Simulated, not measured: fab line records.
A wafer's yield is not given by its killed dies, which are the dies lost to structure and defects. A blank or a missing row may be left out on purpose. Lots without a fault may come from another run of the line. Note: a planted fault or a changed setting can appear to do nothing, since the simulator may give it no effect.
A struck lot beside a sound one + flow sky130 + 15 out of 708 route steps
Sound: the wafers L369.1, L369.2, L369.3. Struck: wafers L380.1, L380.5, L380.6. The cause is named last.
Order at every step that has rows: each side's tool, ch and its chambers, its first start. Under that, the readings that differ: sound wafers + struck wafers + difference of the means + sigmas: that difference in standard deviations of wafers without a fault.
alike: readings whose means differ by less than 2 such deviations, and words and numbers that are the same on both sides. not compared: withheld readings, readings that some wafer has no value for, bounds like >300 that may hide the same value, and numbers for which the record gives no deviation and whose values overlap.
A row with sigmas, a row that says differs or no value, or rows on one side alone: a step with any of these is where the two part. When numbers do not overlap yet have no deviation, they are printed without sigmas and do not part them. A reading missing from all wafers of one side parts the sides only when that side holds two or more wafers.

SKY_VIA1_OVL_MEAS_13:
  struck on overlay-02, day 38 09:24; sound on overlay-01, day 34 14:26
| reading       | sound  | struck    | difference | sigmas |
|---------------|--------|-----------|------------|--------|
| VIA1_OVL (nm) | 11 7 7 | -5 -11 -7 | -16        | -3     |
SKY_VIA1_ETCH_14: etches BARC in N2/H2, stops on SiO2, time 45.9 s, target depth 60 nm.
  sound on rie-diel-03 ch 1,2,3, day 34 14:29; struck on rie-diel-02 ch 0,2,3, day 38 09:26
  alike: drypump-motor-current-A, oes-product-au, throttle-valve-pct
  not compared: rf-hours-counter-h
then, 1 step without rows for these wafers: SKY_VIA1_ETCH_15 (etches SiO2 in C4F8/O2/Ar, stops on TiN, target depth 351 nm, time 54 s).
SKY_VIA1_STRIP_16: strips in O2/N2.
  sound on plasma-asher-02 ch 0,1, day 34 14:34; struck on plasma-asher-03 ch 0,1, day 38 09:32
  alike: drypump-motor-current-A, oes-product-au, strip-time-to-endpoint-s
  not compared: rf-hours-counter-h
then, 3 steps without rows for these wafers: SKY_VIA1_STRIP_17 (strips in post etch residue remover, time 1200 s); SKY_VIA1_CLEAN_18 (cleans in IPA, time 180 s); SKY_VIA1_CLEAN_19 (cleans in O3/DIW).
SKY_VIA1_SPUTTER_20: material TiN, target thk 20 nm, time 80 s.
  struck on pvd-sputter-03, day 38 10:08; sound on pvd-sputter-01, day 34 15:10
  alike: cathode-dc-power-W, throttle-valve-pct
then, 1 step without rows for these wafers: SKY_VIA1_CVD_21 (deposits W, target thk 270 nm, time 80.902 s).
SKY_VIA1_RS_MEAS_22: measurement is done with a four-point probe.
  struck on film-metro-01, day 38 10:17; sound on film-metro-03, day 34 15:19
  alike: VIA1_W_RS
SKY_VIA1_THK_MEAS_23: measures by xrf.
  struck on film-metro-01, day 38 10:24; sound on film-metro-03, day 34 15:26
  alike: VIA1_W_THK
SKY_VIA1_CMP_24: polishes, stops on SiO2, t overpolish 15 s, target thk 0 nm.
  sound on cmp-01 ch 1,2,3, day 34 15:29; struck on cmp-01 ch 0,3, day 38 10:31
  alike: motor-current-A, overpolish-run-s, time-to-endpoint-s
SKY_METAL2_SPUTTER_00: material Ti, target thk 15 nm, time 10 s.
  struck on pvd-sputter-02, day 38 10:46; sound on pvd-sputter-03, day 34 15:47
| reading                                   | sound             | struck            | difference | sigmas |
|-------------------------------------------|-------------------|-------------------|------------|--------|
| model.Ti_of_METAL2_SPUTTER_00.thk-nm (nm) | 14.87 14.83 14.44 | 14.16 14.37 14.09 | -0.51      |        |
  alike: cathode-dc-power-W, throttle-valve-pct
SKY_METAL2_SPUTTER_01: material TiN, target thk 20 nm, time 16.7 s.
  struck on pvd-sputter-02, day 38 10:47; sound on pvd-sputter-03, day 34 15:49
  alike: cathode-dc-power-W, throttle-valve-pct
-- the record jumps here: 11 days lie between the struck wafers' starts before and after (it left off in module METAL2 and takes up again in module PAD_OPEN, whose first step shown is number 708 of the route) --
SKY_PAD_OPEN_PROBE_99:
  struck on prober-01, day 49 04:55; sound on prober-02, day 46 09:14
  alike: defect-limited-yield, killed_at_M0_to_M3, killed_at_M4_up, killed-at-contacts, killed-at-front-end, killed-at-other, killed-dies, killed-on-rim, killed-open, killed-short, sort_bin_3_pad_short, sort_bin_5_function, sort_bin_6_memory, sort-n-pass, sort-yield-pct

## WHERE THEY PART
Within this record, at SKY_VIA1_OVL_MEAS_13 only. Later steps at which nothing parts them and some readings are alike: SKY_VIA1_ETCH_14, SKY_VIA1_STRIP_16, SKY_VIA1_SPUTTER_20, SKY_VIA1_RS_MEAS_22, SKY_VIA1_THK_MEAS_23, SKY_VIA1_CMP_24, SKY_METAL2_SPUTTER_00, SKY_METAL2_SPUTTER_01, SKY_PAD_OPEN_PROBE_99.

WHY: what the simulator had put in
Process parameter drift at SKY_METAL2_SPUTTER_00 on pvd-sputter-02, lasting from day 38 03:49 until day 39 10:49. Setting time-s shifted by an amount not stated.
